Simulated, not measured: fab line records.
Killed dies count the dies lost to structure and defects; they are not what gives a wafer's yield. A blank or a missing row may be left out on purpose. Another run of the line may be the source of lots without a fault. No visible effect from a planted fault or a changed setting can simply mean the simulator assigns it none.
Which of the tools did it? :: flow gf180mcu :: 33 wafers from 11 lots sampled at 5 of the route's 602 steps

## WHAT THE GAUGES READ, wafer by wafer
GF_V1_THK_MEAS_03.
lot: L232
measured: day 17 02:20
on: filmMetro-02
V1_CVD_02_THK (nm): 838 856 864

lot: L233
measured: day 17 13:05
on: filmMetro-03
V1_CVD_02_THK (nm): 862 855 843

lot: L234
measured: day 18 09:59
on: filmMetro-03
V1_CVD_02_THK (nm): 852 834 862

lot: L235
measured: day 18 12:35
on: filmMetro-02
V1_CVD_02_THK (nm): 850 852 846

lot: L236
measured: day 18 20:46
on: filmMetro-02
V1_CVD_02_THK (nm): 844 855 847

lot: L237
measured: day 19 07:50
on: filmMetro-01
V1_CVD_02_THK (nm): 855 861 861

lot: L245
measured: day 22 03:51
on: filmMetro-02
V1_CVD_02_THK (nm): 556 838 841

lot: L248
measured: day 22 22:53
on: filmMetro-03
V1_CVD_02_THK (nm): 855 846 843

lot: L252
measured: day 24 16:02
on: filmMetro-01
V1_CVD_02_THK (nm): 856 864 860

lot: L253
measured: day 24 19:03
on: filmMetro-03
V1_CVD_02_THK (nm): 855 859 864

lot: L254
measured: day 25 08:49
on: filmMetro-02
V1_CVD_02_THK (nm): 848 848 865

## TOOL THAT RAN EACH LOT (tool first, then ch and the chambers of the sampled wafers, then the start)
lot: L232
GF_CONTACT_SPUTTER_22: pvdSputter-03, day 16 01:49
GF_M1_SPUTTER_00: pvdSputter-04, day 16 02:30
GF_M1_METAL_ETCH_16: rieMetal-03 ch 0,1, day 17 01:29
GF_V1_CVD_02: pecvd-04 ch 0,1,2, day 17 02:16

lot: L233
GF_CONTACT_SPUTTER_22: pvdSputter-01, day 16 12:08
GF_M1_SPUTTER_00: pvdSputter-04, day 16 12:49
GF_M1_METAL_ETCH_16: rieMetal-04 ch 0,1, day 17 12:13
GF_V1_CVD_02: pecvd-03 ch 0,1, day 17 13:00

lot: L234
GF_CONTACT_SPUTTER_22: pvdSputter-03, day 17 07:55
GF_M1_SPUTTER_00: pvdSputter-02, day 17 08:35
GF_M1_METAL_ETCH_16: rieMetal-01 ch 0, day 18 09:01
GF_V1_CVD_02: pecvd-04 ch 0,2, day 18 09:55

lot: L235
GF_CONTACT_SPUTTER_22: pvdSputter-03, day 17 10:30
GF_M1_SPUTTER_00: pvdSputter-04, day 17 11:09
GF_M1_METAL_ETCH_16: rieMetal-03 ch 0,1, day 18 11:42
GF_V1_CVD_02: pecvd-03 ch 0,1,2, day 18 12:31

lot: L236
GF_CONTACT_SPUTTER_22: pvdSputter-02, day 17 19:05
GF_M1_SPUTTER_00: pvdSputter-01, day 17 19:46
GF_M1_METAL_ETCH_16: rieMetal-01 ch 0, day 18 19:48
GF_V1_CVD_02: pecvd-03 ch 0,1, day 18 20:41

lot: L237
GF_CONTACT_SPUTTER_22: pvdSputter-03, day 18 05:23
GF_M1_SPUTTER_00: pvdSputter-01, day 18 06:11
GF_M1_METAL_ETCH_16: rieMetal-01 ch 0,1, day 19 06:58
GF_V1_CVD_02: pecvd-04 ch 0,1, day 19 07:46

lot: L245
GF_CONTACT_SPUTTER_22: pvdSputter-01, day 21 02:14
GF_M1_SPUTTER_00: pvdSputter-02, day 21 02:56
GF_M1_METAL_ETCH_16: rieMetal-03 ch 0,1, day 22 02:58
GF_V1_CVD_02: pecvd-03 ch 0,1, day 22 03:45

lot: L248
GF_CONTACT_SPUTTER_22: pvdSputter-02, day 21 21:26
GF_M1_SPUTTER_00: pvdSputter-02, day 21 22:07
GF_M1_METAL_ETCH_16: rieMetal-01 ch 0,1, day 22 22:02
GF_V1_CVD_02: pecvd-04 ch 0,1,2, day 22 22:49

lot: L252
GF_CONTACT_SPUTTER_22: pvdSputter-01, day 23 15:32
GF_M1_SPUTTER_00: pvdSputter-04, day 23 16:13
GF_M1_METAL_ETCH_16: rieMetal-04 ch 1, day 24 15:11
GF_V1_CVD_02: pecvd-02 ch 0,2, day 24 15:58

lot: L253
GF_CONTACT_SPUTTER_22: pvdSputter-02, day 23 19:05
GF_M1_SPUTTER_00: pvdSputter-01, day 23 19:46
GF_M1_METAL_ETCH_16: rieMetal-03 ch 0, day 24 18:07
GF_V1_CVD_02: pecvd-02 ch 1,2, day 24 18:58

lot: L254
GF_CONTACT_SPUTTER_22: pvdSputter-01, day 24 08:52
GF_M1_SPUTTER_00: pvdSputter-01, day 24 09:33
GF_M1_METAL_ETCH_16: rieMetal-01 ch 0,1, day 25 07:55
GF_V1_CVD_02: pecvd-02 ch 0,1, day 25 08:44
- GF_CONTACT_SPUTTER_22: material Ti, target thk 15 nm, time 80.02 s.
- GF_M1_SPUTTER_00: material Ti, target thk 37.5 nm, time 150 s.
- GF_M1_METAL_ETCH_16: etches the open film in Cl2/BCl3, stops on SiO2, target depth 627.5 nm, time 104.6 s.
- GF_V1_CVD_02: deposits SiO2 from TEOS, target thk 850 nm, time 94.851 s.

## AS READ BY THE TOOLS THEMSELVES (means over the sampled wafers that have a number; for cases with no such wafer, the mark the record gives instead)
GF_CONTACT_SPUTTER_22.
lot: L232
tool: pvdSputter-03
chamberPressurePa (Pa): 4.994
throttleValvePct (%): 30.4

lot: L233
tool: pvdSputter-01
chamberPressurePa (Pa): 5.007
throttleValvePct (%): 31.1

lot: L234
tool: pvdSputter-03
chamberPressurePa (Pa): 5.002
throttleValvePct (%): 29.4

lot: L235
tool: pvdSputter-03
chamberPressurePa (Pa): 4.998
throttleValvePct (%): 29.4

lot: L236
tool: pvdSputter-02
chamberPressurePa (Pa): 5.003
throttleValvePct (%): 31.6

lot: L237
tool: pvdSputter-03
chamberPressurePa (Pa): 4.990
throttleValvePct (%): 29.6

lot: L245
tool: pvdSputter-01
chamberPressurePa (Pa): 4.987
throttleValvePct (%): 30.9

lot: L248
tool: pvdSputter-02
chamberPressurePa (Pa): 4.995
throttleValvePct (%): 31.8

lot: L252
tool: pvdSputter-01
chamberPressurePa (Pa): 5.003
throttleValvePct (%): 30.6

lot: L253
tool: pvdSputter-02
chamberPressurePa (Pa): 4.987
throttleValvePct (%): 31.7

lot: L254
tool: pvdSputter-01
chamberPressurePa (Pa): 5.000
throttleValvePct (%): 31.0

GF_M1_SPUTTER_00.
lot: L232
tool: pvdSputter-04
chamberPressurePa (Pa): 1.999
throttleValvePct (%): 30.6

lot: L233
tool: pvdSputter-04
chamberPressurePa (Pa): 1.999
throttleValvePct (%): 30.3

lot: L234
tool: pvdSputter-02
chamberPressurePa (Pa): 2.000
throttleValvePct (%): 31.8

lot: L235
tool: pvdSputter-04
chamberPressurePa (Pa): 2.006
throttleValvePct (%): 30.7

lot: L236
tool: pvdSputter-01
chamberPressurePa (Pa): 1.997
throttleValvePct (%): 30.8

lot: L237
tool: pvdSputter-01
chamberPressurePa (Pa): 2.000
throttleValvePct (%): 30.7

lot: L245
tool: pvdSputter-02
chamberPressurePa (Pa): 2.004
throttleValvePct (%): 31.8

lot: L248
tool: pvdSputter-02
chamberPressurePa (Pa): 1.998
throttleValvePct (%): 31.9

lot: L252
tool: pvdSputter-04
chamberPressurePa (Pa): 2.002
throttleValvePct (%): 30.3

lot: L253
tool: pvdSputter-01
chamberPressurePa (Pa): 1.999
throttleValvePct (%): 30.4

lot: L254
tool: pvdSputter-01
chamberPressurePa (Pa): 1.998
throttleValvePct (%): 30.7

GF_M1_METAL_ETCH_16.
lot: L232
tool: rieMetal-03
drypumpMotorCurrentA (A): 6.4
oesProductAu (a.u.): 0.973
throttleValvePct (%): 28.256

lot: L233
tool: rieMetal-04
drypumpMotorCurrentA (A): 5.3
oesProductAu (a.u.): 0.980
throttleValvePct (%): 28.246

lot: L234
tool: rieMetal-01
drypumpMotorCurrentA (A): 6.1
oesProductAu (a.u.): 0.971
throttleValvePct (%): 28.260

lot: L235
tool: rieMetal-03
drypumpMotorCurrentA (A): 6.4
oesProductAu (a.u.): 0.972
throttleValvePct (%): 28.256

lot: L236
tool: rieMetal-01
drypumpMotorCurrentA (A): 6.1
oesProductAu (a.u.): 0.967
throttleValvePct (%): 28.247

lot: L237
tool: rieMetal-01
drypumpMotorCurrentA (A): 5.4
oesProductAu (a.u.): 0.961
throttleValvePct (%): 28.257

lot: L245
tool: rieMetal-03
drypumpMotorCurrentA (A): 6.1
oesProductAu (a.u.): 0.972
throttleValvePct (%): 28.245

lot: L248
tool: rieMetal-01
drypumpMotorCurrentA (A): 5.5
oesProductAu (a.u.): 0.969
throttleValvePct (%): 28.250

lot: L252
tool: rieMetal-04
drypumpMotorCurrentA (A): 5.0
oesProductAu (a.u.): 0.971
throttleValvePct (%): 28.247

lot: L253
tool: rieMetal-03
drypumpMotorCurrentA (A): 6.9
oesProductAu (a.u.): 0.961
throttleValvePct (%): 28.254

lot: L254
tool: rieMetal-01
drypumpMotorCurrentA (A): 5.4
oesProductAu (a.u.): 0.965
throttleValvePct (%): 28.257

GF_V1_CVD_02.
lot: L232
tool: pecvd-04
heaterPowerOuterW (W): 342
heaterPowerW (W): 612
runLengthS (s): 123.2

lot: L233
tool: pecvd-03
heaterPowerOuterW (W): 316
heaterPowerW (W): 565
runLengthS (s): 122.8

lot: L234
tool: pecvd-04
heaterPowerOuterW (W): 347
heaterPowerW (W): 651
runLengthS (s): 123.6

lot: L235
tool: pecvd-03
heaterPowerOuterW (W): 337
heaterPowerW (W): 598
runLengthS (s): 122.6

lot: L236
tool: pecvd-03
heaterPowerOuterW (W): 342
heaterPowerW (W): 606
runLengthS (s): 122.4

lot: L237
tool: pecvd-04
heaterPowerOuterW (W): 296
heaterPowerW (W): 536
runLengthS (s): 123.1

lot: L245
tool: pecvd-03
heaterPowerOuterW (W): 335
heaterPowerW (W): 587
runLengthS (s): 112.4

lot: L248
tool: pecvd-04
heaterPowerOuterW (W): 314
heaterPowerW (W): 588
runLengthS (s): 123.2

lot: L252
tool: pecvd-02
heaterPowerOuterW (W): 327
heaterPowerW (W): 559
runLengthS (s): 122.6

lot: L253
tool: pecvd-02
heaterPowerOuterW (W): 315
heaterPowerW (W): 561
runLengthS (s): 122.9

lot: L254
tool: pecvd-02
heaterPowerOuterW (W): 319
heaterPowerW (W): 547
runLengthS (s): 123.0

## THE ANSWER, worked out from the rows above alone
Rule: what is usual is taken from the lots themselves. Put in order of their means at a reading, lots are off if they are a third of the lots or fewer, leave a main group of 4 or more, and stand apart from it by a gap of 3 or more times the standard deviation of the main group's means; of several such gaps the widest counts. The tables above print the reading to a certain number of digits; a main group whose means all agree to those digits is not used. A lot without any number at a reading at which 4 lots or more have one is off too. Where the step has rows for the other lots, those lots are counted as sound. Order of review: gauges by route order, followed by the tools' own readings, for which a lot's mean as printed above is used. At the first step where some lot is off, the reading lying furthest off is the one used; lots without a number count as furthest.
Off: L245, seen at GF_V1_THK_MEAS_03 (V1_CVD_02_THK). The main group: mean 853 nm, standard deviation 4.4.
If a tool, at a process step before that reading, ran all the lots that are off and no sound lot after the first of them, it fits. Not tried: the gauges at GF_V1_THK_MEAS_03; whatever is off there is also off at GF_M1_SPUTTER_00, on other tools, and gauge error can't account for it. One candidate fits, namely pecvd-03 at GF_V1_CVD_02. A fault onset in the window from L236 (day 18 20:41, its last sound lot) to L245 (day 22 03:45, its first lot off) fits.
On the lots that are off, the tool's own readings at GF_V1_CVD_02 differ by more than 5 times the standard deviation of the sound lots' means, which bears it out; runLengthS reads 112.4 s there versus 122.9 s on the sound lots.

## WHAT HAD BEEN PUT IN BY THE SIMULATOR
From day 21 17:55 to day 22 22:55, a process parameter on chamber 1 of pecvd-03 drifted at GF_V1_CVD_02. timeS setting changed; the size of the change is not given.
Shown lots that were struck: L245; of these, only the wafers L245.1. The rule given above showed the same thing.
